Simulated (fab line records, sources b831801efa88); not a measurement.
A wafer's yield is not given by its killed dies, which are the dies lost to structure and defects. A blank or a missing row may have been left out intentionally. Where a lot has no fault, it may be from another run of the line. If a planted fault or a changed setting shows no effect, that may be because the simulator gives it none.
fab line records	flow sky130
[record] lots = 7	wafers = 21	last-day = 50
route steps=708 shown LDD_HVN@274 LDD_HVP@278 LDD_LDN@289 PAD_OPEN@708
lots that met no fault: taken from a fault-free run of the same line
start-h: the number of hours between the record's first day and the start of the first shown wafer of the lot	wait-h: hours from the lot's prior step to this one	" as in the row above	L1.1+2: a single row standing in for several wafers	- no value, or no start given	* or withheld: withheld	< > ~ a bound
route shown NAME@n: names a module that has steps shown in the file, with the first one's number in the route	usual: mean/standard deviation taken from wafers without a fault	same: alike in all rows	chamber/n: place in a boat	sites: the reading at each site	_std_site: how widely they spread, as a standard deviation	_edge_site: the outer-site mean with the inner-site mean subtracted	radius-mm: how far each site lies from the wafer's centre	mask NAME#n: copy n	behind: the last tool/chamber to shape the wafer	hold: why the lot went on hold/how many hours it stayed there/how the hold came to an end	device: names the non-switching transistor (n, p or np)	end of line: the tests these same wafers got at the end of their route	for a step that has no rows: nothing shown but its recipe	killed: count of dies lost to structure and defects at first sort (not the wafer's yield)	map: a wafer's dies, x killed, . not, _ none there
set.NAME: the setting as run; set.NAME@STEP: as run at that earlier step	model.NAME: the simulator's own value behind a step, which no gauge read
a table for each step, a row for each wafer; lots at some steps of the route
services: from which hour (start-h, from the record's first day; less than 0 if before it) a tool's chamber was out of use, for how many hours, and why
[[steps]]
[step SKY_LDD_HVN_OVL_MEAS_07]
[usual] LDD_HVN_OVL = -0.1/1.4
lot.wafer	tool	chamber	start-h	wait-h	LDD_HVN_OVL[nm]
L828.1	overlay-01	-	455.45	0.1	-1.8
L828.4	"	-	"	"	1.3
L828.5	"	-	"	"	-0.4
L832.1	overlay-01	-	499.85	0.1	-1.4
L832.2	"	-	"	"	-2.2
L832.5	"	-	"	"	-1.4
L833.2	overlay-02	-	507.00	0.1	-1.7
L833.3	"	-	"	"	1.6
L833.4	"	-	"	"	0.0
L835.3	overlay-02	-	525.38	0.1	0.8
L835.4	"	-	"	"	-0.9
L835.6	"	-	"	"	1.4
L847.2	overlay-02	-	635.80	0.1	-1.9
L847.4	"	-	"	"	-1.3
L847.6	"	-	"	"	-1.3
L848.1	overlay-01	-	639.82	0.1	-0.3
L848.2	"	-	"	"	-1.4
L848.5	"	-	"	"	0.8
L851.1	overlay-01	-	660.05	0.1	2.3
L851.5	"	-	"	"	0.7
L851.6	"	-	"	"	1.5
[step SKY_LDD_HVN_IMPLANT_08]
[recipe] species = P	energy-kev = 60	dose-cm2 = 3e+13	tilt-deg = 40
[step SKY_LDD_HVN_STRIP_09]
[recipe] chemistry = O2/N2	power-w = 1400	pressure-mtorr = 1500	platen-temp-c = withheld	o2-flow-sccm = 3000	n2-flow-sccm = 300	overash-fraction = 0.5
[usual] chamber-pressure-mTorr = 1500.1/1.4	drypump-motor-current-A = 5.8/0.47	oes-product-au = 0.407/0.0044	strip-time-to-endpoint-s = 4.135/0.014
lot.wafer	tool	chamber	start-h	wait-h	chamber-pressure-mTorr	drypump-motor-current-A	oes-product-au	rf-hours-counter-h	strip-time-to-endpoint-s
L828.1	plasma-asher-01	1	455.63	0.1	1501.5	5.4	0.410	72	4.113
L828.4	"	1	"	"	1500.9	5.4	0.412	-	4.120
L828.5	"	0	"	"	1498.9	6.1	0.406	-	4.125
L832.1	plasma-asher-03	0	500.03	0.1	1499.1	5.0	0.410	69	4.147
L832.2	"	1	"	"	1499.1	5.8	0.406	69	4.144
L832.5	"	1	"	"	1498.2	5.8	0.405	-	4.131
L833.2	plasma-asher-03	0	507.47	0.1	1499.6	5.0	0.408	69	4.129
L833.3	"	0	"	"	1499.9	5.0	0.407	-	4.128
L833.4	"	1	"	"	1500.5	5.8	0.411	-	4.123
L835.3	plasma-asher-01	0	525.60	0.1	1501.2	6.1	0.410	-	4.139
L835.4	"	1	"	"	1496.1	5.4	0.411	-	4.128
L835.6	"	1	"	"	1499.6	5.4	0.401	-	4.141
L847.2	plasma-asher-02	0	635.98	0.1	1500.4	6.4	0.413	22	4.120
L847.4	"	1	"	"	1501.6	6.3	0.408	-	4.109
L847.6	"	1	"	"	1502.0	6.3	0.414	-	4.105
L848.1	plasma-asher-01	0	640.01	0.1	1502.0	6.1	0.400	90	4.109
L848.2	"	1	"	"	1499.6	5.4	0.406	90	4.146
L848.5	"	0	"	"	1499.8	6.1	0.404	-	4.125
L851.1	plasma-asher-03	0	660.23	0.1	1499.6	5.0	0.408	86	4.156
L851.5	"	1	"	"	1500.2	5.9	0.402	-	4.158
L851.6	"	0	"	"	1499.7	5.0	0.412	-	4.148
[step SKY_LDD_HVN_TW_MEAS_10]
[usual] LDD_HVN_TW = 1448/5.8
lot.wafer	tool	chamber	start-h	wait-h	LDD_HVN_TW
L828.1	film-metro-04	-	455.73	0.1	1450
L828.4	"	-	"	"	1456
L828.5	"	-	"	"	1449
L832.1	film-metro-02	-	500.13	0.1	1448
L832.2	"	-	"	"	1450
L832.5	"	-	"	"	1450
L833.2	film-metro-01	-	507.58	0.1	1442
L833.3	"	-	"	"	1440
L833.4	"	-	"	"	1439
L835.3	film-metro-02	-	525.69	0.1	1452
L835.4	"	-	"	"	1459
L835.6	"	-	"	"	1456
L847.2	film-metro-01	-	636.09	0.1	1452
L847.4	"	-	"	"	1460
L847.6	"	-	"	"	1452
L848.1	film-metro-01	-	640.11	0.1	1448
L848.2	"	-	"	"	1455
L848.5	"	-	"	"	1448
L851.1	film-metro-04	-	660.33	0.1	1452
L851.5	"	-	"	"	1446
L851.6	"	-	"	"	1449
[step SKY_LDD_HVP_DEHYDRATE_00]
[recipe] temp-c = 200	time-s = 60
[step SKY_LDD_HVP_HMDS_01]
[recipe] prime-time-s = 60	prime-temp-c = 120
[step SKY_LDD_HVP_COAT_02]
[recipe] resist = NOVOLAK	spin-rpm = 3000	resist-thk-nm = 300
[step SKY_LDD_HVP_SOFTBAKE_03]
[recipe] temp-c = 90	time-s = 60	resist = NOVOLAK
[step SKY_LDD_HVP_EXPOSE_04]
[recipe] mask-id = HVPTM	na = 0.6	source-shape = conventional	sigma-outer = 0.6	polarization = unpolarized	target-cd-nm = 700	dose-mj = 86
[step SKY_LDD_HVP_PEB_05]
[recipe] temp-c = withheld	time-s = *	resist = NOVOLAK
[step SKY_LDD_HVP_DEVELOP_06]
[recipe] resist = NOVOLAK	developer = TMAH	develop-time-s = 60	dev-temp-c = 23
[step SKY_LDD_HVP_OVL_MEAS_07]
[usual] LDD_HVP_OVL = 0.2/1.4
lot.wafer	tool	chamber	start-h	wait-h	LDD_HVP_OVL[nm]
L828.1	overlay-02	-	486.10	0.1	2.6
L828.4	"	-	"	"	3.0
L828.5	"	-	"	"	1.0
L832.1	overlay-02	-	529.42	0.1	-0.3
L832.2	"	-	"	"	-2.2
L832.5	"	-	"	"	0.6
L833.2	overlay-01	-	536.94	0.1	1.0
L833.3	"	-	"	"	-0.3
L833.4	"	-	"	"	-0.5
L835.3	overlay-01	-	555.56	0.1	0.0
L835.4	"	-	"	"	0.8
L835.6	"	-	"	"	-0.2
L847.2	overlay-01	-	664.75	0.1	-0.8
L847.4	"	-	"	"	-2.4
L847.6	"	-	"	"	-2.2
L848.1	overlay-02	-	668.17	0.1	-1.6
L848.2	"	-	"	"	0.1
L848.5	"	-	"	"	-1.2
L851.1	overlay-02	-	688.45	0.1	0.8
L851.5	"	-	"	"	-0.7
L851.6	"	-	"	"	-0.4
[step SKY_LDD_HVP_IMPLANT_08]
[recipe] species = B	energy-kev = 20	dose-cm2 = 1.7e+13	tilt-deg = 17.9
[same] implant-ion-amu = 11
lot.wafer	tool	chamber	start-h	wait-h
L828.1+4+5	implanter-04	0	486.13	0.0
L832.1+2+5	implanter-03	0	529.46	0.0
L832.1+2+5	implanter-03	0	529.78	0.3
L833.2+3+4	implanter-03	0	536.99	0.0
L833.2+3+4	implanter-03	0	537.41	0.4
L835.3+4+6	implanter-01	0	555.63	0.1
L835.3+4+6	implanter-01	0	555.95	0.3
L847.2+4+6	implanter-03	0	664.81	0.0
L848.1+2+5	implanter-01	0	668.21	0.0
L851.1+5+6	implanter-01	0	688.48	0.0
[step SKY_LDD_HVP_STRIP_09]
[recipe] chemistry = O2/N2	power-w = 1400	pressure-mtorr = 1500	platen-temp-c = withheld	o2-flow-sccm = 3000	n2-flow-sccm = 300	overash-fraction = 0.5
[usual] chamber-pressure-mTorr = 1499.9/1.4	drypump-motor-current-A = 5.6/0.57	oes-product-au = 0.408/0.005	strip-time-to-endpoint-s = 4.136/0.016
lot.wafer	tool	chamber	start-h	wait-h	chamber-pressure-mTorr	drypump-motor-current-A	oes-product-au	rf-hours-counter-h	strip-time-to-endpoint-s
L828.1	plasma-asher-04	1	486.28	0.1	1499.0	5.1	0.400	35	4.154
L828.4	"	0	"	"	1500.4	5.1	0.409	-	4.154
L828.5	"	1	"	"	1500.1	5.1	0.408	-	4.158
L832.1	plasma-asher-02	1	529.93	0.1	1498.8	6.3	0.413	10	4.139
L832.2	"	0	"	"	1501.8	6.4	0.403	10	4.122
L832.5	"	0	"	"	1499.5	6.4	0.415	-	4.142
L833.2	plasma-asher-03	1	537.53	0.1	1500.6	5.8	0.409	72	4.123
L833.3	"	0	"	"	1496.3	5.0	0.410	-	4.145
L833.4	"	1	"	"	1499.3	5.8	0.406	-	4.122
L835.3	plasma-asher-04	0	556.08	0.1	1500.0	5.1	0.406	-	4.088
L835.4	"	1	"	"	1498.6	5.1	0.399	-	4.120
L835.6	"	0	"	"	1500.7	5.1	0.396	-	4.120
L847.2	plasma-asher-02	1	664.93	0.1	1501.1	6.3	0.410	24	4.125
L847.4	"	1	"	"	1502.8	6.3	0.414	-	4.141
L847.6	"	0	"	"	1499.8	6.4	0.402	-	4.135
L848.1	plasma-asher-02	0	668.36	0.1	1499.3	6.4	0.411	25	4.131
L848.2	"	1	"	"	1501.5	6.3	0.411	25	4.156
L848.5	"	1	"	"	1499.9	6.3	0.408	-	4.144
L851.1	plasma-asher-04	1	688.63	0.1	1499.3	5.1	0.400	52	4.188
L851.5	"	0	"	"	1499.2	5.2	0.412	-	4.178
L851.6	"	1	"	"	1500.8	5.1	0.409	-	4.146
[step SKY_LDD_HVP_TW_MEAS_10]
[usual] LDD_HVP_TW = 459/3.5
lot.wafer	tool	chamber	start-h	wait-h	LDD_HVP_TW
L828.1	film-metro-02	-	486.38	0.1	460
L828.4	"	-	"	"	460
L828.5	"	-	"	"	458
L832.1	film-metro-01	-	530.03	0.1	572
L832.2	"	-	"	"	571
L832.5	"	-	"	"	570
L833.2	film-metro-03	-	537.64	0.1	562
L833.3	"	-	"	"	563
L833.4	"	-	"	"	559
L835.3	film-metro-01	-	556.17	0.1	575
L835.4	"	-	"	"	572
L835.6	"	-	"	"	574
L847.2	film-metro-01	-	665.04	0.1	460
L847.4	"	-	"	"	461
L847.6	"	-	"	"	461
L848.1	film-metro-01	-	668.46	0.1	462
L848.2	"	-	"	"	463
L848.5	"	-	"	"	462
L851.1	film-metro-03	-	688.73	0.1	454
L851.5	"	-	"	"	453
L851.6	"	-	"	"	454
[step SKY_LDD_LDN_DEHYDRATE_00]
[recipe] temp-c = 200	time-s = 60
[step SKY_PAD_OPEN_PROBE_99]
[usual] killed_at_M0_to_M3 = 43/7.4	killed_at_M4_up = 3.1/1.9	killed-at-contacts = 25/5.4	killed-at-front-end = 15/4.3	killed-at-other = 0.3/0.54	killed-dies = 86/10	killed-open = 46/7.4	killed-short = 40/7
[same] gross-dies = 492	killed-at-back-side = 0
lot.wafer	tool	chamber	start-h	wait-h	killed_at_M0_to_M3	killed_at_M4_up	killed-at-contacts	killed-at-front-end	killed-at-other	killed-dies	killed-open	killed-short	model.etest.tip_p_5v.rs-ohm-sq	model.etest.pfet-g5v0d10v5.r-on-ohm-um	model.etest.pfet-g5v0d10v5.drive-ua-um	model.etest.tip_p_5v.rs-ohm-sq-range	model.etest.pfet-g5v0d10v5.off-log10-a-um	model.etest.ring_5v.delay-ps	model.etest.pfet-g5v0d10v5.vt-sat-v
L828.1	prober-01	-	1071.45	0.1	49	5	30	17	1	102	51	49	2885	4746	342.7	60.79	-12.51	44.32	-0.6174
L828.4	prober-01	-	1071.60	0.2	43	4	26	15	0	88	41	46	2846	4751	339.4	79.93	-12.56	44.84	-0.6283
L828.5	prober-01	-	1071.65	0.2	48	4	17	13	0	82	34	48	2874	4760	339.6	76.47	-12.55	44.97	-0.6196
L832.1	prober-01	-	1104.26	0.1	47	4	31	16	0	98	57	40	1778	4504	362	36.99	-11.26	43.72	-0.5357
L832.2	prober-01	-	1104.31	0.1	56	2	28	13	0	99	60	39	1766	4500	364.3	46.38	-11.42	43.63	-0.5364
L832.5	prober-01	-	1104.46	0.2	50	5	29	14	0	98	62	34	1770	4564	356.5	60.31	-11.52	44.48	-0.5488
L833.2	prober-02	-	1105.40	0.1	46	3	22	15	1	87	48	39	1780	4341	373.7	63.68	-11.23	43.5	-0.5243
L833.3	prober-02	-	1105.45	0.2	40	7	25	8	0	80	35	45	1765	4322	376	58.37	-11.34	43.27	-0.5404
L833.4	prober-02	-	1105.50	0.2	75	4	18	21	0	118	61	57	1762	4406	368.6	47.66	-11.56	43.93	-0.554
L835.3	prober-02	-	1119.94	0.2	43	6	24	19	0	92	37	55	1746	4392	368	46.01	-11.2	43.76	-0.5259
L835.4	prober-02	-	1119.99	0.2	43	2	25	16	2	88	51	36	1752	4352	373	59.45	-11.26	43.19	-0.5245
L835.6	prober-02	-	1120.09	0.2	43	1	21	22	0	87	40	47	1748	4431	367	59.22	-11.31	43.64	-0.5339
L847.2	prober-02	-	1189.75	0.1	43	1	29	14	1	88	56	31	2894	4793	335.2	85.02	-12.83	44.97	-0.6576
L847.4	prober-02	-	1189.85	0.2	37	2	18	18	1	76	43	32	2862	4861	335.9	98.99	-12.74	44.88	-0.6548
L847.6	prober-02	-	1189.95	0.2	45	4	35	14	0	98	47	51	2872	4836	333	106.6	-13.08	45.76	-0.67
L848.1	prober-01	-	1191.12	0.1	34	2	27	14	0	77	40	35	2848	4777	338.8	62.07	-12.68	44.69	-0.6335
L848.2	prober-01	-	1191.17	0.1	37	0	27	17	0	81	39	38	2857	4788	338.7	109.2	-12.58	44.62	-0.6465
L848.5	prober-01	-	1191.32	0.2	44	4	27	11	0	86	46	40	2870	4782	339.8	120.3	-12.32	44.72	-0.6021
L851.1	prober-02	-	1204.04	0.1	37	5	24	19	1	86	49	37	2871	4740	339.2	52.17	-12.67	44.35	-0.6511
L851.5	prober-02	-	1204.24	0.2	42	3	14	11	0	70	42	28	2876	4781	342.7	78.78	-12.6	45.09	-0.6455
L851.6	prober-02	-	1204.29	0.2	37	0	22	8	1	68	37	31	2863	4697	344.6	48.46	-12.62	44.16	-0.6434
// killed by level:class
L828.1 VIA1:geometric-particle:open=12 LI_CONTACT:geometric-particle:open=8 CONTACT:geometric-particle:open=8 METAL2:geometric-particle:short=7 METAL1:geometric-particle:short=7 CONTACT:geometric-particle:short=6 VIA3:geometric-particle:open=6 VIA1:geometric-particle:short=5
L828.4 CONTACT:geometric-particle:open=11 VIA1:geometric-particle:short=7 VIA1:geometric-particle:open=7 METAL2:geometric-particle:short=7 LI_CONTACT:geometric-particle:open=6 LI_CONTACT:geometric-particle:short=5 VIA2:geometric-particle:open=5 METAL4:geometric-particle:short=4
L828.5 METAL2:geometric-particle:short=9 VIA1:geometric-particle:open=9 CONTACT:geometric-particle:short=6 CONTACT:geometric-particle:open=5 METAL1:geometric-particle:short=5 VIA1:geometric-particle:short=5 METAL3:geometric-particle:short=5 VIA3:geometric-particle:open=5
L832.1 VIA3:geometric-particle:open=14 VIA1:geometric-particle:open=9 CONTACT:geometric-particle:short=9 CONTACT:geometric-particle:open=9 VIA2:geometric-particle:open=8 FIELD_ISO:geometric-particle:open=7 LI_CONTACT:geometric-particle:open=5 FIELD_ISO:geometric-particle:short=4
L832.2 CONTACT:geometric-particle:open=12 LI_CONTACT:geometric-particle:open=10 VIA3:geometric-particle:open=9 VIA2:geometric-particle:open=9 METAL3:geometric-particle:short=9 METAL1:geometric-particle:short=7 VIA1:geometric-particle:open=7 POLY_GATE:geometric-particle:open=6
L832.5 CONTACT:geometric-particle:open=14 VIA1:geometric-particle:open=13 VIA3:geometric-particle:open=9 LI_CONTACT:geometric-particle:open=7 VIA2:geometric-particle:open=6 FIELD_ISO:geometric-particle:open=5 LOCAL_INTERCONNECT:geometric-particle:short=4 METAL1:geometric-particle:short=4
L833.2 VIA1:geometric-particle:open=19 LI_CONTACT:geometric-particle:open=7 VIA1:geometric-particle:short=6 LOCAL_INTERCONNECT:geometric-particle:short=5 CONTACT:geometric-particle:open=5 METAL2:geometric-particle:short=5 VIA3:geometric-particle:open=5 SPACER:geometric-particle:short=4
L833.3 VIA1:geometric-particle:open=8 METAL2:geometric-particle:short=8 LI_CONTACT:geometric-particle:open=7 METAL4:geometric-particle:short=7 VIA2:geometric-particle:open=6 CONTACT:geometric-particle:short=5 LOCAL_INTERCONNECT:geometric-particle:short=5 CONTACT:geometric-particle:open=5
L833.4 VIA1:geometric-particle:open=17 VIA2:geometric-particle:open=13 METAL2:geometric-particle:short=9 LOCAL_INTERCONNECT:geometric-particle:short=8 VIA3:geometric-particle:open=8 FIELD_ISO:geometric-particle:short=6 METAL1:geometric-particle:short=6 FIELD_ISO:geometric-particle:open=5
L835.3 FIELD_ISO:geometric-particle:short=11 LI_CONTACT:geometric-particle:open=8 METAL2:geometric-particle:short=8 VIA1:geometric-particle:open=7 CONTACT:geometric-particle:open=5 VIA1:geometric-particle:short=5 POLY_GATE:geometric-particle:short=4 LI_CONTACT:geometric-particle:short=4
L835.4 VIA1:geometric-particle:open=11 LI_CONTACT:geometric-particle:open=10 POLY_GATE:geometric-particle:short=6 METAL2:geometric-particle:open=6 LI_CONTACT:geometric-particle:short=6 CONTACT:geometric-particle:short=5 POLY_GATE:geometric-particle:open=5 VIA1:geometric-particle:short=5
L835.6 LI_CONTACT:geometric-particle:open=8 VIA3:geometric-particle:open=8 METAL2:geometric-particle:short=7 FIELD_ISO:geometric-particle:short=6 METAL1:geometric-particle:short=6 VIA1:geometric-particle:open=6 CONTACT:geometric-particle:open=5 POLY_GATE:geometric-particle:short=4
L847.2 VIA1:geometric-particle:open=16 CONTACT:geometric-particle:open=10 VIA2:geometric-particle:open=9 LI_CONTACT:geometric-particle:open=7 VIA3:geometric-particle:open=6 FIELD_ISO:geometric-particle:short=4 LI_CONTACT:geometric-particle:short=4 LOCAL_INTERCONNECT:geometric-particle:short=4
L847.4 VIA1:geometric-particle:open=12 VIA2:geometric-particle:open=7 VIA3:geometric-particle:open=6 FIELD_ISO:geometric-particle:short=5 LOCAL_INTERCONNECT:geometric-particle:short=4 CONTACT:geometric-particle:short=4 CONTACT:geometric-particle:open=4 POLY_GATE:geometric-particle:short=3
L847.6 LOCAL_INTERCONNECT:geometric-particle:short=9 CONTACT:geometric-particle:open=9 VIA3:geometric-particle:open=9 LI_CONTACT:geometric-particle:open=8 METAL2:geometric-particle:short=7 VIA1:geometric-particle:open=6 CONTACT:geometric-particle:short=6 METAL1:geometric-particle:short=6
L848.1 CONTACT:geometric-particle:open=10 VIA1:geometric-particle:open=10 METAL1:geometric-particle:short=6 LI_CONTACT:geometric-particle:open=5 CONTACT:geometric-particle:short=5 METAL2:geometric-particle:short=5 VIA2:geometric-particle:open=5 VIA3:geometric-particle:open=4
L848.2 CONTACT:geometric-particle:open=10 VIA1:geometric-particle:open=8 LI_CONTACT:geometric-particle:open=7 CONTACT:geometric-particle:short=6 VIA3:geometric-particle:open=5 VIA3:geometric-particle:short=5 FIELD_ISO:geometric-particle:short=4 VIA1:geometric-particle:short=4
L848.5 VIA3:geometric-particle:open=10 CONTACT:geometric-particle:open=9 VIA1:geometric-particle:open=9 METAL2:geometric-particle:short=8 LI_CONTACT:geometric-particle:open=6 CONTACT:geometric-particle:short=6 METAL1:geometric-particle:short=5 VIA2:geometric-particle:short=5
L851.1 VIA1:geometric-particle:open=15 CONTACT:geometric-particle:short=7 CONTACT:geometric-particle:open=7 POLY_GATE:geometric-particle:open=5 VIA1:geometric-particle:short=5 SPACER:geometric-particle:short=4 VIA3:geometric-particle:open=4 FIELD_ISO:geometric-particle:short=3
L851.5 VIA1:geometric-particle:open=13 FIELD_ISO:geometric-particle:short=5 VIA2:geometric-particle:open=5 FIELD_ISO:geometric-particle:open=4 LI_CONTACT:geometric-particle:open=4 CONTACT:geometric-particle:open=4 VIA1:geometric-particle:short=4 METAL2:geometric-particle:open=4
L851.6 VIA1:geometric-particle:open=9 CONTACT:geometric-particle:open=8 METAL1:geometric-particle:short=6 LI_CONTACT:geometric-particle:open=5 METAL3:geometric-particle:short=5 LOCAL_INTERCONNECT:geometric-particle:short=4 METAL2:geometric-particle:short=4 VIA3:geometric-particle:open=3
[[services]]
tool	chamber	start-h	hours	kind
implanter-01	-	454.96	3.6	pm
implanter-01	-	474.94	5.0	repair
plasma-asher-03	-	501.87	4.3	repair
implanter-04	-	504.90	5.6	repair
implanter-04	-	524.92	2.4	repair
implanter-01	-	527.62	1.9	repair
plasma-asher-04	-	530.05	0.4	repair
implanter-01	-	535.82	6.0	pm
plasma-asher-02	-	536.14	2.8	pm
implanter-03	-	541.86	3.9	pm
implanter-03	-	546.32	1.6	repair
implanter-03	-	559.10	6.6	repair
implanter-01	-	564.17	3.5	repair
implanter-04	-	571.07	2.7	repair
plasma-asher-04	-	572.29	35.1	repair
plasma-asher-04	-	579.90	4.8	repair
implanter-01	-	598.78	2.0	repair
plasma-asher-01	-	607.63	14.6	pm
implanter-01	-	621.93	4.3	repair
plasma-asher-03	-	633.01	3.9	repair
implanter-03	-	648.55	8.1	repair
implanter-01	-	654.08	5.5	repair
plasma-asher-02	-	657.32	3.9	repair
plasma-asher-03	-	682.08	7.2	repair
[[key]]
[first-sign] step = SKY_LDD_HVP_IMPLANT_08	reading = visit	direction = added
[effect] step = SKY_LDD_HVP_TW_MEAS_10	reading = LDD_HVP_TW	direction = up	sigmas = 32	usual = 459	struck = 569
[model-effect] step = SKY_PAD_OPEN_PROBE_99	value = etest.tip_p_5v.rs-ohm-sq	without = 2889	struck = 1763
met-at SKY_LDD_HVP_IMPLANT_08
struck-wafers L832.1,L832.2,L832.5,L833.2,L833.3,L833.4,L835.3,L835.4,L835.6
tester-left-out L832,L833,L835
[fault] kind = repeated-step-whole	tool = implanter-01,implanter-03,implanter-04	chamber = -	onset-h = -	steps = SKY_LDD_HVP_IMPLANT_08	times = 1	scope = struck-lots-only
// tester-left-out: of these lots the tester's yield and bins aren't shown, on N5 and GAA mostly nor the transistor test; their killed dies are dies lost to structure and defects alone, not to doping, threshold or leakage, so they don't give the yield
